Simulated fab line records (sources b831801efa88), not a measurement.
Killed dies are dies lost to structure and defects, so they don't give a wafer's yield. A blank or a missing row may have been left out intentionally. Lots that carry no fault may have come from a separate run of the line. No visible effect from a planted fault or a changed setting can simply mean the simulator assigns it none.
The tool behind it: which one? | flow gf180mcu | 6 lots with 18 wafers sampled at 5 steps, on a route of 602 steps

## WHAT THE GAUGES READ, wafer by wafer
GF_M2_RS_MEAS_05: uses a four-point probe to measure.
lot  | measured     | on           | M2_ALCU_RS (ohm/sq)
L689 | day 18 07:04 | filmMetro-01 | 0.0701 0.0701 0.0691
L691 | day 19 10:58 | filmMetro-02 | 0.0684 0.0700 0.0696
L695 | day 20 23:08 | filmMetro-01 | 0.0688 0.0687 0.0704
L705 | day 24 17:31 | filmMetro-02 | 0.0703 0.0696 0.0695
L708 | day 25 11:20 | filmMetro-03 | 0.0703 0.0690 0.0696
L710 | day 25 20:23 | filmMetro-01 | 0.0683 0.0690 0.0694

## WHICH TOOL RAN EACH LOT (tool, then ch and the chambers of the sampled wafers, then the start)
lot  | GF_M1_SPUTTER_04            | GF_M1_METAL_ETCH_16              | GF_V1_CVD_23                 | GF_M2_SPUTTER_02
L689 | pvdSputter-02, day 16 07:22 | rieMetal-04 ch 0,1, day 17 05:55 | cvdW-01 ch 0,1, day 18 06:15 | pvdSputter-02, day 18 06:58
L691 | pvdSputter-04, day 17 08:38 | rieMetal-03 ch 0,1, day 18 07:37 | cvdW-01 ch 0,1, day 19 10:08 | pvdSputter-02, day 19 10:51
L695 | pvdSputter-04, day 18 18:05 | rieMetal-02 ch 0,1, day 19 18:43 | cvdW-01 ch 0,1, day 20 22:18 | pvdSputter-02, day 20 23:01
L705 | pvdSputter-03, day 22 17:35 | rieMetal-02 ch 0,1, day 23 16:45 | cvdW-02 ch 0,1, day 24 16:43 | pvdSputter-04, day 24 17:23
L708 | pvdSputter-04, day 23 10:42 | rieMetal-02 ch 0,1, day 24 10:50 | cvdW-02 ch 0,1, day 25 10:31 | pvdSputter-04, day 25 11:14
L710 | pvdSputter-04, day 23 21:41 | rieMetal-02 ch 0,1, day 24 19:52 | cvdW-02 ch 0,1, day 25 19:34 | pvdSputter-04, day 25 20:17
- GF_M1_SPUTTER_04: material TiN, target thk 50 nm, time 41.7 s.
- GF_M1_METAL_ETCH_16: etches the open film in Cl2/BCl3, stops on SiO2, target depth 750.8 nm, time 125.1 s.
- GF_V1_CVD_23: deposits W, target thk 350 nm, time 105.05 s.
- GF_M2_SPUTTER_02: material AlCu, target thk 450 nm, time 23.9 s.

## THE ANSWER, worked out from the rows above alone
Rule: usual is defined by the lots themselves. The widest of any qualifying gaps counts: lots, ordered by their means at a reading, are off when they make up no more than a third of the lots, leave a main group of 4 or more, and stand apart from it by 3 or more times the standard deviation of that group's means. A main group whose means are all the same, to the digits that the tables above print for the reading, isn't used. Also off: a lot with no number at a reading for which 4 or more lots have one. Where the step has rows for the other lots, those lots are counted as sound.
No lot is off on any of the readings shown, so nothing can be concluded from this.

## WHAT THE SIMULATOR HAD PUT IN
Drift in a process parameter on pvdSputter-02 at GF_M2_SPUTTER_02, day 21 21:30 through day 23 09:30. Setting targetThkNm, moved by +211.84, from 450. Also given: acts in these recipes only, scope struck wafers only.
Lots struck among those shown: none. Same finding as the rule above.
